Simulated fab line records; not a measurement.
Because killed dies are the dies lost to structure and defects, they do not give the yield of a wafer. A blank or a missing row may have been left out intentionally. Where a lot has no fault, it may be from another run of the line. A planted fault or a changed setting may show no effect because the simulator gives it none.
Check of tool commonality	flow sky130	Sample size 11 lots and 33 wafers

== WHAT PROMPTED THE OPENING ==
Of 11 lots, 2 have the reading SPACER_CVD_00_THK flagged at SKY_SPACER_THK_MEAS_01. Wafers without a fault read 43.0 nm, standard deviation 0.36.
Rule: a lot is flagged when every wafer of it that has a number lies more than 4 standard deviations from that mean, or none has a number. All remaining lots are regarded as sound.

lot	measured	on	SPACER_CVD_00_THK (nm), wafer by wafer	flag
L943	day 23 06:56	filmMetro-04	42.4 42.7 42.5	
L946	day 24 04:04	filmMetro-02	42.8 42.6 42.8	
L947	day 24 11:18	filmMetro-03	42.9 43.1 42.9	
L948	day 24 22:51	filmMetro-03	43.4 42.9 43.4	
L950	day 25 19:02	filmMetro-03	43.0 43.2 43.3	
L951	day 26 03:59	filmMetro-03	43.1 43.2 43.0	
L952	day 26 06:13	filmMetro-02	43.3 43.1 43.4	
L956	day 27 12:35	filmMetro-03	47.8 47.8 47.7	FLAGGED
L957	day 27 23:25	filmMetro-04	47.6 48.0 47.5	FLAGGED
L965	day 30 13:08	filmMetro-04	43.4 42.8 42.9	
L966	day 30 21:47	filmMetro-03	43.3 42.9 43.2	
The mean of the flagged lots' numbers is 47.7 nm, +4.7 nm from the usual (+13 standard deviations).

== LOT BY LOT: THE TOOL USED ==
The record keeps 1 process step preceding the reading, out of 708 steps on the route. Each cell gives the tool, then ch followed by the chambers the sampled wafers passed through, then the start.
lot	flag	SKY_SPACER_CVD_00
L943		lpcvd-02 ch 0, day 23 05:44
L946		lpcvd-02 ch 1, day 24 02:52
L947		lpcvd-02 ch 1, day 24 10:05
L948		lpcvd-02 ch 0, day 24 21:37
L950		lpcvd-02 ch 0, day 25 17:50
L951		lpcvd-02 ch 0, day 26 02:46
L952		lpcvd-02 ch 0, day 26 05:01
L956	FLAGGED	lpcvd-02 ch 0, day 27 11:22
L957	FLAGGED	lpcvd-02 ch 0, day 27 22:13
L965		lpcvd-02 ch 1, day 30 11:55
L966		lpcvd-02 ch 1, day 30 20:35
What the steps here do:
- SKY_SPACER_CVD_00: deposits Si3N4 from DCS/NH3, target thk 43.1 nm, time 740 s.
- SKY_SPACER_THK_MEAS_01

== FLAGGED OVER TOTAL, TOOL BY TOOL (the gauges that took the reading come last) ==
step	tool	lots run	flagged	share of the flagged lots	sound lots run after its first flagged lot
SKY_SPACER_CVD_00	lpcvd-02	11	2	all	2 (L965,L966)
SKY_SPACER_THK_MEAS_01	filmMetro-02	2	0	none	-
SKY_SPACER_THK_MEAS_01	filmMetro-03	6	1	some	1 (L966)
SKY_SPACER_THK_MEAS_01	filmMetro-04	3	1	some	1 (L965)

== WHAT THE TABLE PERMITS ==
All flagged lots share 1 row of the table, namely lpcvd-02 at SKY_SPACER_CVD_00.
- lpcvd-02 at SKY_SPACER_CVD_00 ran 11 lots, 2 of them flagged. Sound lots ran on it after the first flagged one (L965, L966), which a lasting fault on the whole tool wouldn't allow.
No row of the table ran every flagged lot and no sound lot after the first.

== WHAT HAD BEEN PUT IN BY THE SIMULATOR ==
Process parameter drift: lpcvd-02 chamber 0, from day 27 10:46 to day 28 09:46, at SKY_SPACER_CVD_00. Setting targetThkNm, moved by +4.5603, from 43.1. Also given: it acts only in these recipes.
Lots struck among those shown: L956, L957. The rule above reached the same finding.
